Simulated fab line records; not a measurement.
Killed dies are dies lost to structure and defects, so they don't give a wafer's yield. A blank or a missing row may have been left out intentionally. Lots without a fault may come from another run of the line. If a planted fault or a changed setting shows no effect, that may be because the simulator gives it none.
The tool behind it: which one?    flow sky130    12 lots (36 wafers sampled), 1 step of a 708-step route

## WHAT EACH GAUGE READ, for each wafer
SKY_FIELD_ISO_THK_MEAS_23.
lot   measured     on             FIELD_ISO_OXIDATION_01_THK (nm)
L075  day 2 15:30  film_metro-02  9.88 9.88 9.83
L077  day 2 23:52  film_metro-03  10.07 10.08 10.00
L079  day 3 10:34  film_metro-01  10.09 10.06 10.20
L081  day 3 21:53  film_metro-03  9.93 9.94 9.99
L083  day 4 07:31  film_metro-01  9.76 9.70 9.68
L085  day 4 16:08  film_metro-03  10.16 10.13 10.19
L087  day 5 07:29  film_metro-03  10.10 10.05 10.08
L089  day 5 12:48  film_metro-03  9.76 9.79 9.60
L091  day 5 23:31  film_metro-03  10.04 10.16 10.04
L093  day 6 09:25  film_metro-03  10.41 10.23 10.28
L095  day 6 20:33  film_metro-03  10.02 10.00 9.88
L097  day 7 08:02  film_metro-02  10.24 10.15 10.14

## EACH LOT AND THE TOOL THAT RAN IT (in order: tool; ch and the chambers of the sampled wafers; start)
Record: no process step prior to these readings.

## THE ANSWER, worked out from the rows above alone
Rule: the usual values come from the lots themselves. Put in order of their means at a reading, lots are off if they are a third of the lots or fewer, leave a main group of 4 or more, and stand apart from it by a gap of 3 or more times the standard deviation of the main group's means; of several such gaps the widest counts. A main group is skipped when, at the precision printed for the reading in the tables above, its means are all equal. A lot without any number at a reading at which 4 lots or more have one is off too. The other lots that the step has rows for count as sound.
Nothing can be told from this: no lot is off at any reading shown.

## WHAT WAS PUT IN BY THE SIMULATOR
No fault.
